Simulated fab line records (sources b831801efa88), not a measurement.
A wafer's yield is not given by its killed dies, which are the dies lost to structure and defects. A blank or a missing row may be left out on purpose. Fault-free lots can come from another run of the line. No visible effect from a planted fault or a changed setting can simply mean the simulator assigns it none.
Which tool was responsible? + flow sky130 + 14 lots, 40 wafers sampled, at 2 steps of a route of 708

== WHAT THE GAUGES READ, wafer by wafer ==
The record lacks any reading of a measuring or inspecting step that a usual standard deviation could be used to judge.

== EACH LOT AND THE TOOL THAT RAN IT (in order: tool; ch and the chambers of the sampled wafers; start) ==
| lot  | SKY_METAL1_DEHYDRATE_07          | SKY_PAD_OPEN_PROBE_99   |
|------|----------------------------------|-------------------------|
| L272 | lithoTrack-01 ch 0, day 32 13:39 | prober-01, day 46 01:04 |
| L273 | lithoTrack-03 ch 0, day 33 01:43 | -                       |
| L274 | lithoTrack-03 ch 0, day 33 07:22 | -                       |
| L275 | lithoTrack-02 ch 0, day 33 15:08 | prober-02, day 46 20:40 |
| L277 | lithoTrack-02 ch 0, day 34 02:58 | -                       |
| L281 | lithoTrack-01 ch 0, day 35 10:39 | prober-02, day 48 04:34 |
| L282 | lithoTrack-02 ch 0, day 35 20:52 | -                       |
| L283 | lithoTrack-02 ch 0, day 36 01:35 | -                       |
| L284 | lithoTrack-03 ch 0, day 36 04:34 | prober-01, day 48 17:50 |
| L285 | lithoTrack-02 ch 0, day 36 19:38 | prober-02, day 49 07:32 |
| L286 | lithoTrack-01 ch 0, day 37 13:18 | prober-01, day 49 15:46 |
| L289 | lithoTrack-01 ch 0, day 38 05:50 | prober-02, day 50 04:10 |
| L292 | lithoTrack-01 ch 0, day 38 20:35 | prober-01, day 50 13:38 |
| L294 | lithoTrack-01 ch 0, day 39 10:02 | prober-01, day 50 22:34 |
- SKY_METAL1_DEHYDRATE_07: time 60 s.
- SKY_PAD_OPEN_PROBE_99

== AS READ BY THE TOOLS THEMSELVES (means over the sampled wafers that have a number; for cases with no such wafer, the mark the record gives instead) ==
SKY_METAL1_DEHYDRATE_07. Usual: heaterPowerTotalW 160.40 W, standard deviation 0.13; runLengthS 89.00 s, standard deviation 0.16.
| lot  | tool          | heaterPowerTotalW (W) | runLengthS (s) | flag |
|------|---------------|-----------------------|----------------|------|
| L272 | lithoTrack-01 | 160.39                | 88.85          |      |
| L273 | lithoTrack-03 | 160.25                | 89.01          |      |
| L274 | lithoTrack-03 | 160.39                | 89.05          |      |
| L275 | lithoTrack-02 | 160.51                | 89.15          |      |
| L277 | lithoTrack-02 | 160.39                | 89.25          |      |
| L281 | lithoTrack-01 | 160.32                | 88.86          |      |
| L282 | lithoTrack-02 | 160.33                | 89.09          |      |
| L283 | lithoTrack-02 | 167.45                | 82.31          | OFF  |
| L284 | lithoTrack-03 | 160.38                | 89.02          |      |
| L285 | lithoTrack-02 | 167.41                | 82.28          | OFF  |
| L286 | lithoTrack-01 | 160.31                | 88.89          |      |
| L289 | lithoTrack-01 | 160.43                | 88.87          |      |
| L292 | lithoTrack-01 | 160.39                | 89.07          |      |
| L294 | lithoTrack-01 | 160.43                | 89.04          |      |

SKY_PAD_OPEN_PROBE_99. Usual: defectLimitedYield 81.9 %, standard deviation 1.9; killed_at_M0_to_M3 45, standard deviation 7.3; killed_at_M4_up 3.2, standard deviation 1.8; killedAtContacts 25, standard deviation 5.5; killedAtFrontEnd 15, standard deviation 4.2; killedAtOther 0.3, standard deviation 0.69; killedDies 89, standard deviation 9.4; killedOnRim 17, standard deviation 3.8; killedOpen 49, standard deviation 6.6; killedShort 40, standard deviation 6.4; sort_bin_3_pad_short 0.9 %, standard deviation 0.43; sort_bin_5_function 10.7 %, standard deviation 1.5; sort_bin_6_memory 6.5 %, standard deviation 1.2; sortNPass 403, standard deviation 9.4; sortYieldPct 81.9 %, standard deviation 1.9.
| lot  | tool      | defectLimitedYield (%) | killed_at_M0_to_M3 | killed_at_M4_up | killedAtContacts | killedAtFrontEnd | killedAtOther | killedDies | killedOnRim | killedOpen | killedShort | sort_bin_3_pad_short (%) | sort_bin_5_function (%) | sort_bin_6_memory (%) | sortNPass | sortYieldPct (%) | flag |
|------|-----------|------------------------|--------------------|-----------------|------------------|------------------|---------------|------------|-------------|------------|-------------|--------------------------|-------------------------|-----------------------|-----------|------------------|------|
| L272 | prober-01 | 80.5                   | 48                 | 3.0             | 27               | 18               | 0.0           | 96         | 21          | 49         | 46          | 1.3                      | 11.9                    | 6.4                   | 396       | 80.5             |      |
| L275 | prober-02 | 83.1                   | 40                 | 3.0             | 26               | 14               | 0.0           | 83         | 17          | 42         | 40          | 0.5                      | 10.2                    | 6.2                   | 409       | 83.1             |      |
| L281 | prober-02 | 80.8                   | 49                 | 3.0             | 26               | 15               | 0.7           | 94         | 17          | 52         | 42          | 1.0                      | 11.3                    | 6.9                   | 398       | 80.8             |      |
| L284 | prober-01 | 81.0                   | 50                 | 3.0             | 24               | 16               | 0.0           | 94         | 20          | 51         | 43          | 0.7                      | 11.7                    | 6.7                   | 398       | 81.0             |      |
| L285 | prober-02 | 84.6                   | 37                 | 3.0             | 22               | 14               | 0.0           | 76         | 16          | 37         | 39          | 1.3                      | 8.8                     | 5.3                   | 416       | 84.6             |      |
| L286 | prober-01 | 84.2                   | 39                 | 3.3             | 20               | 14               | 0.3           | 78         | 14          | 41         | 37          | 0.8                      | 9.8                     | 5.2                   | 414       | 84.2             |      |
| L289 | prober-02 | 81.1                   | 49                 | 2.0             | 27               | 14               | 0.3           | 93         | 17          | 51         | 42          | 0.7                      | 11.6                    | 6.6                   | 399       | 81.1             |      |
| L292 | prober-01 | 84.2                   | 37                 | 2.3             | 24               | 14               | 0.3           | 78         | 15          | 48         | 29          | 0.9                      | 9.7                     | 5.2                   | 414       | 84.2             |      |
| L294 | prober-01 | 81.0                   | 47                 | 2.7             | 25               | 19               | 0.3           | 94         | 18          | 53         | 41          | 0.5                      | 11.3                    | 7.2                   | 398       | 81.0             |      |

== THE ANSWER, worked out from the rows above alone ==
Rule: take the mean of a lot's wafers that have a number; if it is more than 3 standard deviations from the usual mean, the lot is off. Also off: a lot with no number at a reading for which 4 or more lots have one. All remaining lots with rows at the step are treated as sound. First the gauges in route order, then the tools' own readings, where a lot's mean is used as printed above. At the first step where some lot is off, the reading lying furthest off is the one used; lots without a number count as furthest.
Off: L283, L285 (SKY_METAL1_DEHYDRATE_07, heaterPowerTotalW).
If a tool, at that step or one of the process steps before it, ran each lot that is off and ran no sound lot following the first of them, it fits. One candidate fits, namely lithoTrack-02 at SKY_METAL1_DEHYDRATE_07. A fault onset in the window from L282 (day 35 20:52, its last sound lot) to L283 (day 36 01:35, its first lot off) fits.
The tool's own readings at SKY_METAL1_DEHYDRATE_07 bear it out: on the lots that are off they differ by more than 5 times the standard deviation of the sound lots' means. heaterPowerTotalW reads 167.43 W there against 160.38 W on the sound lots; runLengthS reads 82.30 s there against 89.01 s on the sound lots.

== WHAT THE SIMULATOR HAD PUT IN ==
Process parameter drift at SKY_METAL1_DEHYDRATE_07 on lithoTrack-02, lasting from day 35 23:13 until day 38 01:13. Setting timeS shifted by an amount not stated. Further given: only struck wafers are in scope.
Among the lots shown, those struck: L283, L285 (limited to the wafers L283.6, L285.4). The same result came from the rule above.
